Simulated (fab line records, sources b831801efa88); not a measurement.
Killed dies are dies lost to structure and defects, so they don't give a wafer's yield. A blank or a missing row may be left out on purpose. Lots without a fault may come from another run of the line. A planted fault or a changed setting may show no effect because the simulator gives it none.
Problem report in the 8D (eight disciplines) form, filled by code | flow gf180mcu | the parts of the form that need people (team, actions taken, sign-off) are left out

1. THE PROBLEM
V1_CVD_02_THK at GF_V1_THK_MEAS_03 reads a mean of 940 nm on 9 wafers of 3 lots; wafers without a fault read 854 nm with a standard deviation of 14. That is +6.1 standard deviations from the usual mean.
First seen on wafer L847.2, day 22 05:08, on film_metro-02. The record holds 33 wafers of 11 lots with a number at this step. Rule for "out", or "out of limits": more than 4 standard deviations from the usual mean. The other wafers with a number count as sound.

2. WHAT IT IS AND WHAT IT IS NOT
question                    | is                           | is not
which readings at this step | V1_CVD_02_THK                | -
which lots                  | L847, L848, L849             | L833, L834, L839, L841, L845, L853, L855, L856
which wafers of those lots  | all that have a number       | -
read on which gauges        | film_metro-02, film_metro-04 | film_metro-01
when                        | from day 22 05:08            | up to then (15 sound wafers); but 9 sound wafers of L853, L855, L856 came after

3. SUSPECTS, AND WHAT RULES EACH OUT
Counting: a tool at a process step up to the reading stays a suspect if it ran every lot that is out and no sound lot after the first of them.
- the gauge at GF_V1_THK_MEAS_03: ruled out. The wafers that are out were read on 2 gauges (film_metro-02, film_metro-04).
- pvd_sputter-02 at GF_CONTACT_SPUTTER_22 (material Ti, target thk 15 nm, time 80.02 s): ruled out as a lasting fault. Sound lots L853 ran on it after its first lot that is out, L847 (day 21 03:43).
- pecvd-04 at GF_V1_CVD_02 (deposits SiO2 from TEOS, target thk 850 nm, time 94.851 s): ruled out as a lasting fault. Sound lots L856 ran on it after its first lot that is out, L847 (day 22 05:04).
Left after counting: nothing in the record.

4. THE CAUSE (what the simulator had put in)
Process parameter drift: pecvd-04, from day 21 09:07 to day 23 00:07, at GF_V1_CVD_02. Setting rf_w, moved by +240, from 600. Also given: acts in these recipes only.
Counting ruled it out, wrongly: the rule takes a fault to strike every lot that its tool runs from its start on, and this one did not.

5. THE CHAIN OF EFFECTS, in route order
Each row: a reading whose mean over the struck wafers that have a number lies more than 3 standard deviations from the usual. Only readings for which the record gives a usual standard deviation are gone through. hours: the time from each lot's start at the first step in this table that gives one to its start at this step, as a median over the lots. sigmas: the change in usual standard deviations.
hours | step              | reading            | usual   | on struck wafers | change | sigmas
0     | GF_V1_CVD_02      | rf_fwd_power_W     | 596.7 W | 836.3            | +239.6 | +99 or more
0     | GF_V1_THK_MEAS_03 | V1_CVD_02_THK      | 854 nm  | 940              | +86    | +6.1
0     | GF_V1_CMP_04      | time_to_endpoint_s | 84 s    | 118              | +34    | +5.3
The process steps in it:
- GF_V1_CVD_02: deposits SiO2 from TEOS, target thk 850 nm, time 94.851 s.
- GF_V1_CMP_04: polishes SiO2.
Later measuring or inspecting steps at which every struck wafer that the step has a row for has a number for every such reading, and none has moved that far: GF_V1_CD_MEAS_14.

6. WHAT WOULD HAVE CAUGHT IT SOONER
In this record the first reading out of limits at a measuring or inspecting step was taken at day 22 05:08, 20 hours after the fault began at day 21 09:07.
The tool's own readings at GF_V1_CVD_02 were out on every struck wafer that the step has a row for (rf_fwd_power_W): an alarm limit on them would have fired on the first of those.
